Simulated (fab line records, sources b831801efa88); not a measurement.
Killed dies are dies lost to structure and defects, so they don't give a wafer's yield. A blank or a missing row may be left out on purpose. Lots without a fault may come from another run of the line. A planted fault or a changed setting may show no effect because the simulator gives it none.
fab line records | flow gf180mcu
record lots=13 wafers=37 last_day=34
route steps=602 shown MIM@506 V5@557 TOP_METAL@578 PASSIVATION@590
lots that met no fault: from a run of the same line without faults
start_h: hours from the record's first day to the start of the lot's first wafer shown | wait_h: hours since the lot's step before | " the same as in the row above | L1.1+2: a row that stands for several wafers | - no value, or no start given | * or withheld: withheld | < > ~ a bound
route shown NAME@n: a module of which the file shows steps, and the number in the route of the first | usual: mean/standard deviation of fault-free wafers | same: alike in all rows | chamber/n: place in a boat | sites: the reading at each site | _std_site: their standard deviation | _edge_site: outer sites' mean less inner sites' | radius_mm: how far each site lies from the wafer's centre | mask NAME#n: copy n | behind: the tool/chamber that last shaped the wafer | hold: why the lot was held/for how many hours/how that ended | device: the transistor (n, p or np) that didn't switch | end of line: the same wafers' tests at the end of the route | a step without rows: its recipe alone | killed: dies lost to structure and defects at the first sort, not the wafer's yield | map: a wafer's dies, x killed, . not, _ none there
set.NAME: the setting as run; set.NAME@STEP: as run at that earlier step | model.NAME: the simulator's own value behind a step, which no gauge read
steps of the route over a sample of lots; a table a step, a row a wafer
services: from which hour (start_h, from the record's first day; less than 0 if before it) a tool's chamber was out of use, for how many hours, and why
## steps
# step GF_MIM_SPUTTER_03
# recipe material=Ti target_thk_nm=10 substrate_temp_c=300 chamber_pressure_pa=0.3 power_w=3000 time_s=6.7
# usual substrate_temp_c=300.01/0.21 throttle_valve_pct=29.9/1.1
# same time_s=6.7
# columns lot.wafer tool chamber start_h wait_h substrate_temp_c throttle_valve_pct
L888.1 pvd_sputter-04 - 568.45 0.0 299.91 28.4
L888.3 " - " " 300.10 30.6
L888.5 " - " " 299.93 28.6
L889.2 pvd_sputter-04 - 578.13 0.0 299.95 31.0
L889.4 " - " " 299.93 28.5
L889.5 " - " " 300.19 28.6
L891.1 pvd_sputter-02 - 595.52 0.0 300.38 30.3
L891.2 " - " " 300.23 29.8
L891.3 " - " " 300.10 30.5
L893.1 pvd_sputter-04 - 603.25 0.0 300.05 31.1
L893.3 " - " " 300.10 28.4
L893.4 " - " " 299.89 30.9
L892.1 pvd_sputter-03 - 603.27 0.0 300.10 29.0
L892.4 " - " " 299.60 28.0
L892.6 " - " " 300.27 31.3
L894.3 pvd_sputter-04 - 613.80 0.0 300.18 28.4
L894.4 " - " " 299.91 30.9
L894.5 " - " " 299.82 28.2
L895.2 pvd_sputter-02 - 618.11 0.0 300.20 31.6
L895.5 " - " " 299.93 30.4
L895.6 " - " " 299.94 30.4
L897.2 pvd_sputter-03 - 634.54 0.0 299.95 28.4
L897.5 " - " " 299.99 28.8
L897.6 " - " " 300.00 28.2
L899.2 pvd_sputter-02 - 650.34 0.0 299.89 30.5
L899.4 " - " " 299.84 29.9
L899.6 " - " " 300.05 30.0
L900.4 pvd_sputter-02 - 659.83 0.0 299.98 31.6
L900.5 " - " " 299.91 30.3
L900.6 " - " " 300.11 30.0
L906.2 pvd_sputter-04 - 699.95 0.0 300.18 30.8
L906.3 " - " " 299.91 28.6
L906.6 " - " " 300.48 31.0
L908.5 pvd_sputter-04 - 711.63 0.0 299.97 28.5
L910.2 pvd_sputter-02 - 726.26 0.0 300.27 31.4
L910.3 " - " " 300.12 29.7
L910.4 " - " " 300.30 31.2
# step GF_V5_ETCH_17
# recipe chemistry=C4F8/O2/Ar mask_material=KrF target=SiO2 stop_on=TiN source_w=1500 bias_w=1200 pressure_mtorr=40 c4f8_flow_sccm=withheld O2_flow_sccm=6 Ar_flow_sccm=300 time_s=withheld target_depth_a=8550
# usual oes_product_au=0.860/0.004
# columns lot.wafer tool chamber start_h wait_h oes_product_au
L888.1 rie_diel-04 1 - - 0.866
L888.3 " 2 " " 0.863
L888.5 " 0 " " 0.854
L889.2 rie_diel-03 0 - - 0.858
L889.4 " 1 " " 0.861
L889.5 " 1 " " 0.856
L891.1 rie_diel-02 3 - - 0.861
L891.2 " 0 " " 0.865
L891.3 " 1 " " 0.857
L893.1 rie_diel-04 0 - - 0.854
L893.3 " 1 " " 0.861
L893.4 " 3 " " 0.861
L892.1 rie_diel-04 3 - - 0.867
L892.4 " 2 " " 0.861
L892.6 " 1 " " 0.858
L894.3 rie_diel-03 1 - - 0.859
L894.4 " 3 " " 0.867
L894.5 " 0 " " 0.861
L895.2 rie_diel-03 1 - - 0.862
L895.5 " 1 " " 0.857
L895.6 " 3 " " 0.868
L897.2 rie_diel-04 0 - - 0.859
L897.5 " 1 " " 0.854
L897.6 " 0 " " 0.863
L899.2 rie_diel-04 1 - - 0.856
L899.4 " 2 " " 0.854
L899.6 " 0 " " 0.859
L900.4 rie_diel-02 2 - - 0.855
L900.5 " 3 " " 0.871
L900.6 " 2 " " 0.858
L906.2 rie_diel-02 2 - - 0.869
L906.3 " 1 " " 0.858
L906.6 " 1 " " 0.855
L908.5 rie_diel-03 3 - - 0.856
L910.2 rie_diel-04 2 - - 0.860
L910.3 " 1 " " 0.863
L910.4 " 0 " " 0.868
# step GF_TOP_METAL_EXPOSE_11
# recipe mask_id=MetalTop target_cd_nm=440 na=0.6 source_shape=conventional sigma_outer=0.6 dose_mj=170
# usual exposure_dose_mJ_cm2=171.0/0.85 reticle_temp_C=23.02/0.11
# columns lot.wafer tool chamber start_h wait_h mask exposure_dose_mJ_cm2 reticle_temp_C
L888.1 iline_stepper-01 0 645.50 - MetalTop#0 170.0 23.11
L888.3 " 0 " " MetalTop#0 169.8 23.10
L888.5 " 0 " " MetalTop#0 170.1 23.08
L889.2 iline_stepper-02 0 654.50 - MetalTop#0 171.4 23.09
L889.4 " 0 " " MetalTop#0 171.5 23.13
L889.5 " 0 " " MetalTop#0 171.3 23.16
L891.1 iline_stepper-02 0 669.58 - MetalTop#0 171.6 23.05
L891.2 " 0 " " MetalTop#0 171.8 23.14
L891.3 " 0 " " MetalTop#0 172.0 22.97
L893.1 iline_stepper-02 0 676.02 - MetalTop#0 171.6 22.95
L893.3 " 0 " " MetalTop#0 171.3 22.83
L893.4 " 0 " " MetalTop#0 171.5 23.14
L892.1 iline_stepper-02 0 677.50 - MetalTop#0 171.7 22.95
L892.4 " 0 " " MetalTop#0 171.7 23.00
L892.6 " 0 " " MetalTop#0 171.6 23.04
L894.3 iline_stepper-01 0 686.86 - MetalTop#0 169.7 23.07
L894.4 " 0 " " MetalTop#0 170.0 23.09
L894.5 " 0 " " MetalTop#0 169.7 23.23
L895.2 iline_stepper-01 0 690.96 - MetalTop#0 169.6 23.15
L895.5 " 0 " " MetalTop#0 169.6 23.13
L895.6 " 0 " " MetalTop#0 169.7 23.16
L897.2 iline_stepper-02 0 705.79 - MetalTop#0 171.5 22.94
L897.5 " 0 " " MetalTop#0 171.7 23.14
L897.6 " 0 " " MetalTop#0 171.8 23.10
L899.2 iline_stepper-02 0 721.32 - MetalTop#0 171.9 22.93
L899.4 " 0 " " MetalTop#0 171.9 22.94
L899.6 " 0 " " MetalTop#0 171.5 22.92
L900.4 iline_stepper-02 0 728.45 - MetalTop#0 171.7 22.94
L900.5 " 0 " " MetalTop#0 171.8 22.71
L900.6 " 0 " " MetalTop#0 171.6 23.02
L906.2 iline_stepper-02 0 763.72 - MetalTop#0 175.1 22.99
L906.3 " 0 " " MetalTop#0 175.3 23.00
L906.6 " 0 " " MetalTop#0 175.0 22.71
L908.5 iline_stepper-02 0 773.51 - MetalTop#0 174.7 22.86
L910.2 iline_stepper-01 0 786.56 - MetalTop#0 170.0 23.19
L910.3 " 0 " " MetalTop#0 169.7 23.21
L910.4 " 0 " " MetalTop#0 170.0 23.20
# step GF_TOP_METAL_CD_MEAS_14
# recipe target_cd_nm=440
# usual cd_nm=440.2/2.8
# columns lot.wafer tool chamber start_h wait_h cd_nm
L888.1 cd_sem-01 - 655.63 0.1 439.3
L888.3 " - " " 439.8
L888.5 " - " " 440.9
L889.2 cd_sem-02 - 664.02 0.1 440.0
L889.4 " - " " 439.6
L889.5 " - " " 441.2
L891.1 cd_sem-01 - 678.92 0.1 440.6
L891.2 " - " " 441.2
L891.3 " - " " 443.0
L893.1 cd_sem-02 - 685.42 0.1 439.1
L893.3 " - " " 440.7
L893.4 " - " " 437.9
L892.1 cd_sem-02 - 686.65 0.1 438.1
L892.4 " - " " 436.5
L892.6 " - " " 434.9
L894.3 cd_sem-02 - 695.79 0.1 447.1
L894.4 " - " " 448.0
L894.5 " - " " 446.5
L895.2 cd_sem-01 - 700.07 0.1 442.6
L895.5 " - " " 441.1
L895.6 " - " " 441.0
L897.2 cd_sem-01 - 714.87 0.1 437.2
L897.5 " - " " 439.8
L897.6 " - " " 436.4
L899.2 cd_sem-01 - 729.79 0.1 438.7
L899.4 " - " " 436.8
L899.6 " - " " 437.0
L900.4 cd_sem-02 - 736.43 0.1 438.1
L900.5 " - " " 439.0
L900.6 " - " " 436.7
L906.2 cd_sem-02 - 771.59 0.1 430.5
L906.3 " - " " 431.5
L906.6 " - " " 430.0
L908.5 cd_sem-01 - 780.87 0.1 431.3
L910.2 cd_sem-02 - 794.16 0.1 439.2
L910.3 " - " " 438.8
L910.4 " - " " 437.9
# step GF_PASSIVATION_THK_MEAS_03
# recipe reads=Si3N4_of_PASSIVATION_CVD_02
# usual PASSIVATION_CVD_02_THK=701/9.6
# columns lot.wafer tool chamber start_h wait_h PASSIVATION_CVD_02_THK[nm]
L888.1 film_metro-01 - 656.93 0.1 703
L888.3 " - " " 692
L888.5 " - " " 705
L889.2 film_metro-04 - 665.32 0.2 696
L889.4 " - " " 695
L889.5 " - " " 692
L891.1 film_metro-03 - 680.24 0.1 708
L891.2 " - " " 707
L891.3 " - " " 702
L893.1 film_metro-03 - 687.13 0.1 697
L893.3 " - " " 698
L893.4 " - " " 708
L892.1 film_metro-01 - 688.05 0.1 701
L892.4 " - " " 713
L892.6 " - " " 711
L894.3 film_metro-03 - 697.51 0.2 694
L894.4 " - " " 714
L894.5 " - " " 714
L895.2 film_metro-04 - 701.56 0.2 698
L895.5 " - " " 706
L895.6 " - " " 696
L897.2 film_metro-01 - 716.26 0.2 681
L897.5 " - " " 693
L897.6 " - " " 691
L899.2 film_metro-01 - 731.10 0.2 700
L899.4 " - " " 715
L899.6 " - " " 703
L900.4 film_metro-01 - 737.71 0.0 701
L900.5 " - " " 715
L900.6 " - " " 702
L906.2 film_metro-04 - 772.89 0.2 694
L906.3 " - " " 713
L906.6 " - " " 702
L908.5 film_metro-01 - 782.14 0.0 696
L910.2 film_metro-01 - 795.46 0.2 692
L910.3 " - " " 704
L910.4 " - " " 703
## services
# columns tool chamber start_h hours kind
rie_diel-03 1 550.04 1.2 repair
rie_diel-02 2 562.03 3.9 repair
rie_diel-03 3 563.48 8.6 repair
pvd_sputter-02 - 569.46 2.6 repair
rie_diel-04 1 600.27 4.0 repair
iline_stepper-01 - 600.65 2.1 pm
rie_diel-02 3 609.53 5.4 repair
rie_diel-04 3 619.25 - clean
rie_diel-04 3 619.25 19.9 scheduled_down
rie_diel-04 3 619.25 19.9 vent_cycle
iline_stepper-01 - 654.68 2.7 repair
rie_diel-02 2 655.63 7.7 repair
rie_diel-03 - 660.75 14.6 pm
rie_diel-04 2 661.98 2.4 repair
iline_stepper-01 - 674.02 4.4 pm
rie_diel-03 0 679.64 2.5 repair
rie_diel-03 3 680.07 2.6 repair
rie_diel-03 0 709.09 2.1 repair
rie_diel-02 - 726.34 14.6 pm
iline_stepper-01 - 727.39 1.7 pm
iline_stepper-02 0 735.13 - calibration
rie_diel-02 3 742.60 4.7 repair
iline_stepper-02 - 753.26 1.7 pm
pvd_sputter-04 - 781.77 5.5 repair
## key
first_sign step=GF_TOP_METAL_EXPOSE_11 reading=exposure_dose_mJ_cm2 direction=up sigmas=4.8 usual=171.0 struck=175.0
effect step=GF_TOP_METAL_CD_MEAS_14 reading=cd_nm direction=down sigmas=3.3 usual=440.2 struck=430.8 through=control_loop
met_at GF_TOP_METAL_EXPOSE_11
struck_lots L906,L908
tester_left_out L906
loop_trim step=GF_TOP_METAL_EXPOSE_11 setting=dose lots=L908
not_acting_at GF_MIM_SPUTTER_03,GF_V5_ETCH_17,GF_PASSIVATION_THK_MEAS_03
onset_between 728.45 763.72
earlier_fault kind=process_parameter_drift tool=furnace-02 chamber=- onset_h=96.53 steps=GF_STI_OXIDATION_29 channel=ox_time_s offset=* shape=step end_h=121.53 acts_in=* stated=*
fault kind=process_parameter_drift tool=iline_stepper-02 chamber=- onset_h=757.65 steps=GF_TOP_METAL_EXPOSE_11 channel=dose_mj offset=3.6287 shape=step acts_in=these_recipes_only stated=170
# tester_left_out: of these lots the tester's yield and bins aren't shown, on N5 and GAA mostly nor the transistor test; their killed dies are dies lost to structure and defects alone, not to doping, threshold or leakage, so they don't give the yield
# loop_trim: a control loop set the setting to another value than it would have without faults
